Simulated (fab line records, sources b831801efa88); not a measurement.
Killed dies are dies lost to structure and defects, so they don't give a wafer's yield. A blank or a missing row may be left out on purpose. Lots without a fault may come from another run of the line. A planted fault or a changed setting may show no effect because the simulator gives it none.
One fault seen from 2 desks | flow sky130 | each desk has only its own numbers; what lay behind them comes last

THE METROLOGY DESK
What the gauges read, lot by lot, whatever tool the lot ran on: means of the sampled wafers that have a number. A lot is out of limits, marked OUT, if its mean lies more than 4 standard deviations from the usual mean; the brackets give that distance.
Columns: A = SPACER_CVD_00_THK at SKY_SPACER_THK_MEAS_01, usual 43.0 nm; B = SD_N_RS at SKY_SD_N_RS_MEAS_16, usual 68.58 ohm/sq
lot  | first seen here | A              | B
L943 | day 23 06:56    | 42.5           | 68.45
L946 | day 24 04:04    | 42.7           | 68.58
L947 | day 24 11:18    | 43.0           | 68.56
L948 | day 24 22:51    | 43.2           | 68.60
L950 | day 25 19:02    | 43.2           | 68.62
L951 | day 26 03:59    | 43.1           | 68.50
L952 | day 26 06:13    | 43.3           | 68.71
L956 | day 27 12:35    | 47.8 (+13) OUT | 68.47
L957 | day 27 23:25    | 47.7 (+13) OUT | 68.42
L965 | day 30 13:08    | 43.0           | 68.73
L966 | day 30 21:47    | 43.1           | 68.38
This desk's finding: out of limits on L956, L957; first on L956, day 27 12:35 (SPACER_CVD_00_THK at SKY_SPACER_THK_MEAS_01). In limits: L943, L946, L947, L948, L950, L951, L952, L965, L966.

THE TOOL OWNER'S DESK: lpcvd-02
The tool's own readings at SKY_SPACER_CVD_00 (deposits Si3N4 from DCS/NH3, target thk 43.1 nm, time 740 s): means of the sampled wafers that have a number, for each lot that ran on this tool. A lot is out of limits, marked OUT, if its mean lies more than 4 standard deviations from the usual mean; the brackets give that distance.
Columns: A = zone_power_upper_pct at SKY_SPACER_CVD_00, usual 13.1 %
lot  | first seen here | A
L943 | day 23 05:44    | 14.4
L946 | day 24 02:52    | 12.4
L947 | day 24 10:05    | 12.4
L948 | day 24 21:37    | 14.4
L950 | day 25 17:50    | 14.4
L951 | day 26 02:46    | 14.4
L952 | day 26 05:01    | 14.4
L956 | day 27 11:22    | 14.4
L957 | day 27 22:13    | 14.4
L965 | day 30 11:55    | 12.3
L966 | day 30 20:35    | 12.2
This desk's finding: nothing out of limits on any of the 11 lots.

PUT TOGETHER
The metrology desk could have raised an alarm at day 27 12:35, on L956, L957.
The tool owner's desk saw nothing out of limits.
The tool owner's desk has L956, L957 on record, within its limits.
Of the lots named, all ran SKY_SPACER_CVD_00 on lpcvd-02.

WHAT THE SIMULATOR HAD PUT IN
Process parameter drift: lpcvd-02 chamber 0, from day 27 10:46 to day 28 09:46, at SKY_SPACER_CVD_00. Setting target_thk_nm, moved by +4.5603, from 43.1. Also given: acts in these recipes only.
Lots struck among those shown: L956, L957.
Hours from the fault's start to each desk's first reading out of limits: the metrology desk, 2.
